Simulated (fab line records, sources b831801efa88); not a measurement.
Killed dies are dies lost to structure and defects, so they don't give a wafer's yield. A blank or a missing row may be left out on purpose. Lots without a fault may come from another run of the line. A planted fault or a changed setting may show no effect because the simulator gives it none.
Which tool did it? | flow gf180mcu | 12 lots, 36 wafers sampled, at 3 steps of a route of 602

WHAT THE GAUGES READ, wafer by wafer
GF_MIM_THK_MEAS_06. Usual: MIM_CVD_05_THK 41.9 nm, standard deviation 0.57.
lot  | measured     | on            | MIM_CVD_05_THK (nm) | flag
L670 | day 23 21:46 | film_metro-04 | 42.0 41.6 42.0      |
L671 | day 24 17:40 | film_metro-01 | 41.3 42.0 42.4      |
L672 | day 24 18:31 | film_metro-04 | 41.6 41.8 42.2      |
L673 | day 25 00:25 | film_metro-01 | 41.4 41.9 42.6      |
L677 | day 27 21:03 | film_metro-01 | 42.2 42.5 42.0      |
L679 | day 27 23:53 | film_metro-02 | 41.7 41.5 41.9      |
L678 | day 28 01:27 | film_metro-04 | 41.6 41.3 41.8      |
L681 | day 28 04:55 | film_metro-01 | 41.8 42.9 42.2      |
L682 | day 28 16:26 | film_metro-01 | 42.5 41.6 42.2      |
L684 | day 29 12:04 | film_metro-01 | 41.1 43.0 41.8      |
L685 | day 29 15:26 | film_metro-02 | 41.1 41.2 41.8      |
L686 | day 30 01:26 | film_metro-02 | 41.5 42.2 41.9      |

WHICH TOOL RAN EACH LOT (tool, then ch and the chambers of the sampled wafers, then the start)
lot  | GF_V3_SPUTTER_22             | GF_V4_CMP_26
L670 | pvd_sputter-02, day 21 19:28 | cmp-02 ch 0,2,3, day 23 21:16
L671 | pvd_sputter-02, day 22 17:10 | cmp-01 ch 0,1, day 24 17:06
L672 | pvd_sputter-04, day 22 17:57 | cmp-02 ch 2,3, day 24 17:56
L673 | pvd_sputter-03, day 23 00:33 | cmp-01 ch 1,2, day 24 23:51
L677 | pvd_sputter-03, day 26 02:22 | cmp-02 ch 0,2, day 27 20:31
L679 | pvd_sputter-02, day 26 04:01 | cmp-02 ch 1,2,3, day 27 23:19
L678 | pvd_sputter-04, day 26 05:08 | cmp-01 ch 0,1,2, day 28 00:59
L681 | pvd_sputter-02, day 26 09:16 | cmp-02 ch 0,2,3, day 28 04:28
L682 | pvd_sputter-02, day 26 21:28 | cmp-02 ch 0,3, day 28 15:53
L684 | pvd_sputter-02, day 27 17:37 | cmp-02 ch 0,1,2, day 29 11:32
L685 | pvd_sputter-02, day 27 23:15 | cmp-02 ch 0,2,3, day 29 14:53
L686 | pvd_sputter-04, day 28 08:31 | cmp-01 ch 1,2, day 30 00:55
- GF_V3_SPUTTER_22: material TiN, target thk 10 nm, time 40 s.
- GF_V4_CMP_26: polishes, stops on SiO2, t overpolish 15 s, target thk 0 nm.

WHAT THE TOOLS THEMSELVES READ (means of the sampled wafers that have a number; where no wafer has one, the mark that the record gives instead)
GF_V3_SPUTTER_22. Usual: chamber_pressure_pa 5.000 Pa, standard deviation 0.01; throttle_valve_pct 30.1 %, standard deviation 0.7.
lot  | tool           | chamber_pressure_pa (Pa) | throttle_valve_pct (%) | flag
L670 | pvd_sputter-02 | 4.998                    | 29.8                   |
L671 | pvd_sputter-02 | 4.993                    | 29.4                   |
L672 | pvd_sputter-04 | 4.989                    | 30.2                   |
L673 | pvd_sputter-03 | 4.995                    | 30.1                   |
L677 | pvd_sputter-03 | 5.002                    | 30.3                   |
L679 | pvd_sputter-02 | 5.004                    | 29.8                   |
L678 | pvd_sputter-04 | 5.005                    | 30.7                   |
L681 | pvd_sputter-02 | 5.001                    | 29.7                   |
L682 | pvd_sputter-02 | 4.999                    | 29.8                   |
L684 | pvd_sputter-02 | 5.000                    | 29.5                   |
L685 | pvd_sputter-02 | 4.998                    | 29.5                   |
L686 | pvd_sputter-04 | 5.005                    | 30.3                   |

GF_V4_CMP_26. Usual: edge_zone_pressure_frac 1.000, standard deviation 0.0049; motor_current_A 11.2 A, standard deviation 0.99; overpolish_run_s 15.001 s, standard deviation 0.0098; time_to_endpoint_s 83 s, standard deviation 3.7.
lot  | tool   | edge_zone_pressure_frac | motor_current_A (A) | overpolish_run_s (s) | time_to_endpoint_s (s) | flag
L670 | cmp-02 | 0.999                   | 11.5                | 15.003               | 79                     |
L671 | cmp-01 | 0.994                   | 11.5                | 15.003               | 81                     |
L672 | cmp-02 | 1.001                   | 10.5                | 15.009               | 79                     |
L673 | cmp-01 | 0.995                   | 10.0                | 14.996               | 80                     |
L677 | cmp-02 | 0.999                   | 12.1                | 15.010               | 85                     |
L679 | cmp-02 | 1.005                   | 10.9                | 15.003               | 89                     |
L678 | cmp-01 | 0.999                   | 10.8                | 15.004               | 80                     |
L681 | cmp-02 | 1.001                   | 11.7                | 14.996               | 84                     |
L682 | cmp-02 | 1.000                   | 12.3                | 15.008               | 77                     |
L684 | cmp-02 | 1.002                   | 11.6                | 15.002               | 85                     |
L685 | cmp-02 | 1.004                   | 11.4                | 15.003               | 81                     |
L686 | cmp-01 | 0.998                   | 9.9                 | 15.003               | 82                     |

THE ANSWER, worked out from the rows above alone
Rule: a lot is off if the mean of its wafers that have a number lies more than 3 standard deviations from the usual mean. A lot without any number at a reading at which 4 lots or more have one is off too. The other lots that the step has rows for count as sound. The gauges are gone through in route order, then the tools' own readings, and for those a lot's mean is taken as printed above. The first step at which some lot is off is used, and at that step the reading that is off furthest; a lot without a number counts as furthest.
No lot is off at any reading shown: from this, nothing can be told.

WHAT THE SIMULATOR HAD PUT IN
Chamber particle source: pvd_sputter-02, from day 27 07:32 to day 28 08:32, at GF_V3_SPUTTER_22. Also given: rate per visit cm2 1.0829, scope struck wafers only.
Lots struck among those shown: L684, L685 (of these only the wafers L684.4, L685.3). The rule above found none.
